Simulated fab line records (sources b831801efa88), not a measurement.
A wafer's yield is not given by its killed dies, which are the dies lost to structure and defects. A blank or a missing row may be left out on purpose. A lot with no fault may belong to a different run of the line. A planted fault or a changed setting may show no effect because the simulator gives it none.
Comparing a struck lot with a sound one / flow sfq_line / 37 steps out of a route of 325
Sound: the wafers L369.1, L369.5, L369.6. The struck wafers were L376.1, L376.3, L376.4. At the end, the cause is stated.
Order at every step that has rows: each side's tool, ch and its chambers, its first start. Under that, the readings that differ: sound wafers / struck wafers / difference of the means / sigmas: that difference in standard deviations of wafers without a fault.
alike: same words and numbers on both sides, and readings whose means sit less than 2 such deviations apart. not compared: any withheld reading, any reading some wafer has no value for, any bound like >300 that may hide the same value, and any number with overlapping values for which the record gives no deviation.
Wherever a step has rows on one side only, a row that says differs or no value, or a row with sigmas, the two part there. Non-overlapping numbers with no deviation appear without sigmas and do not part them. Lack of a reading on every wafer of one side parts them only where that side has two or more wafers.

SFQ_R5_THK_MEAS_934: measures by xrf.
  sound on film_metro-02 at day 49 14:01; struck on film_metro-04 at day 53 07:04
  alike: R5_MONX_THK
then, 6 steps without rows for these wafers: SFQ_TRILAYER_R5_LITHO_COAT_141 (resist thk 62 nm); SFQ_TRILAYER_R5_LITHO_COAT_136 (resist thk 600 nm); SFQ_TRILAYER_R5_LITHO_SOFTBAKE_140; SFQ_TRILAYER_R5_LITHO_EXPOSE_137 (exposes mask R5, target cd 500 nm); SFQ_TRILAYER_R5_LITHO_PEB_139 (peb time 60 s); SFQ_TRILAYER_R5_LITHO_DEVELOP_138 (time 60 s).
-- the record jumps here: 6 days lie between the struck wafers' starts before and after --
SFQ_R5_OVL_MEAS_935:
  sound on overlay-01 at day 55 12:37; struck on overlay-02 at day 58 21:47
  alike: R5_OVL
SFQ_TRILAYER_R5_BARC_OPEN_METAL_ETCH_177: etches BARC in O2, target depth 125 nm, time 41.7 s.
  sound on rie_metal-04 ch 0,1, day 55 12:40; struck on rie_metal-01 ch 0,1, day 58 21:50
  alike: drypump_motor_current_A, he_backside_leak_sccm, oes_product_au
  not compared: rf_hours_counter_h
then, 3 steps without rows for these wafers: SFQ_TRILAYER_R5_ETCH_METAL_ETCH_139 (etches the open film in Cl2, stops on SiO2, target depth 60 nm, time 40 s); SFQ_TRILAYER_R5_STRIP_STRIP_140 (strips in O2); SFQ_TRILAYER_R5_STRIP_SOLV_CLEAN_141 (cleans in NMP, time 600 s).
SFQ_TRILAYER_A5C_DEP_PECVD_142: deposits SiO2 from SiH4/N2O, time 15.556 s, target thk 70 nm.
  sound on pecvd-04 ch 0,1, day 55 13:33; struck on pecvd-02 ch 0,1, day 58 22:43
reading=throttle_valve_pct (%); sound=26.2 25.0 26.6; struck=23.8 23.2 24.0; difference=-2.3; sigmas=-2
reading=model.SiO2_of_TRILAYER_A5C_DEP_PECVD_142.thk_nm (nm); sound=69.09 70.11 69.29; struck=64.92 66.73 65.87; difference=-3.66; sigmas=
  alike: heater_power_w
then, 6 steps without rows for these wafers: SFQ_TRILAYER_I5_LITHO_COAT_149 (resist thk 62 nm); SFQ_TRILAYER_I5_LITHO_COAT_144 (resist thk 650 nm); SFQ_TRILAYER_I5_LITHO_SOFTBAKE_148; SFQ_TRILAYER_I5_LITHO_EXPOSE_145 (exposes mask I5, target cd 700 nm); SFQ_TRILAYER_I5_LITHO_PEB_147 (peb time 60 s); SFQ_TRILAYER_I5_LITHO_DEVELOP_146 (time 60 s).
-- the record jumps here: 5 days lie between the struck wafers' starts before and after --
SFQ_I5_OVL_MEAS_936:
  sound on overlay-02 at day 61 02:16; struck on overlay-02 at day 63 17:52
  alike: I5_OVL
SFQ_TRILAYER_I5_BARC_OPEN_VIA_ETCH_200: etches BARC in O2, target depth 125 nm, time 41.7 s.
  sound on rie_diel-02 ch 1,2, day 61 02:18; struck on rie_diel-02 ch 0,1,3, day 63 17:54
  alike: drypump_motor_current_A, oes_product_au
  not compared: rf_hours_counter_h
SFQ_TRILAYER_I5_ETCH_VIA_ETCH_147: etches the open film in CHF3, stops on Nb, target depth 360 nm.
  sound on rie_diel-02 ch 1,2, day 61 02:20; struck on rie_diel-02 ch 0,1,3, day 63 17:56
  alike: drypump_motor_current_A, oes_product_au
then, 8 steps without rows for these wafers: SFQ_TRILAYER_I5_STRIP_STRIP_148 (strips in O2); SFQ_TRILAYER_I5_STRIP_SOLV_CLEAN_149 (cleans in NMP, time 600 s); SFQ_TRILAYER_C5_LITHO_COAT_156 (resist thk 62 nm); SFQ_TRILAYER_C5_LITHO_COAT_151 (resist thk 650 nm); SFQ_TRILAYER_C5_LITHO_SOFTBAKE_155; SFQ_TRILAYER_C5_LITHO_EXPOSE_152 (exposes mask C5, target cd 500 nm); SFQ_TRILAYER_C5_LITHO_PEB_154 (peb time 60 s); SFQ_TRILAYER_C5_LITHO_DEVELOP_153 (time 60 s).
SFQ_C5_OVL_MEAS_937:
  sound on overlay-01 at day 61 09:41; struck on overlay-02 at day 63 22:55
  alike: C5_OVL
SFQ_TRILAYER_C5_BARC_OPEN_VIA_ETCH_210: etches BARC in O2, target depth 125 nm, time 41.7 s.
  sound on rie_diel-04 ch 0,1,3, day 61 09:44; struck on rie_diel-04 ch 0,2,3, day 63 22:58
  alike: drypump_motor_current_A, oes_product_au
  not compared: rf_hours_counter_h
SFQ_TRILAYER_C5_ETCH_VIA_ETCH_154: etches SiO2 in CHF3, stops on Nb, target depth 84 nm.
  sound on rie_diel-04 ch 0,1,3, day 61 09:46; struck on rie_diel-04 ch 0,2,3, day 63 23:00
reading=oes_product_au (a.u.); sound=0.894 0.896 0.890; struck=0.854 0.878 0.867; difference=-0.027; sigmas=-3
reading=model.etch.depth_nm (nm); sound=69.09 70.11 69.29; struck=64.92 66.73 65.87; difference=-3.66; sigmas=
reading=model.C5.feature_depth_nm (nm); sound=69.09 70.11 69.29; struck=64.92 66.73 65.87; difference=-3.66; sigmas=
  alike: drypump_motor_current_A
then, 2 steps without rows for these wafers: SFQ_TRILAYER_C5_STRIP_STRIP_155 (strips in O2); SFQ_TRILAYER_C5_STRIP_SOLV_CLEAN_156 (cleans in NMP, time 600 s).
SFQ_TRILAYER_M6_DEP_PRE_CLEAN_158: time 22.5 s.
  sound on pvd_sputter-05 at day 61 10:35; struck on pvd_sputter-05 at day 63 23:50
reading=model.SiO2_of_TRILAYER_A5C_DEP_PECVD_142.thk_nm (nm); sound=61.59 62.61 61.79; struck=57.42 59.23 58.37; difference=-3.66; sigmas=
SFQ_TRILAYER_M6_DEP_SPUTTER_157: material Nb, target thk 200 nm, time 133.3 s.
  sound on pvd_sputter-05 at day 61 10:37; struck on pvd_sputter-05 at day 63 23:52
  alike: throttle_valve_pct

## WHERE THEY PART
Earliest at SFQ_TRILAYER_A5C_DEP_PECVD_142; latest, in this record, at SFQ_TRILAYER_C5_ETCH_VIA_ETCH_154. Later steps at which nothing parts them and some readings are alike: SFQ_TRILAYER_M6_DEP_SPUTTER_157.

WHY: the cause the simulator had injected
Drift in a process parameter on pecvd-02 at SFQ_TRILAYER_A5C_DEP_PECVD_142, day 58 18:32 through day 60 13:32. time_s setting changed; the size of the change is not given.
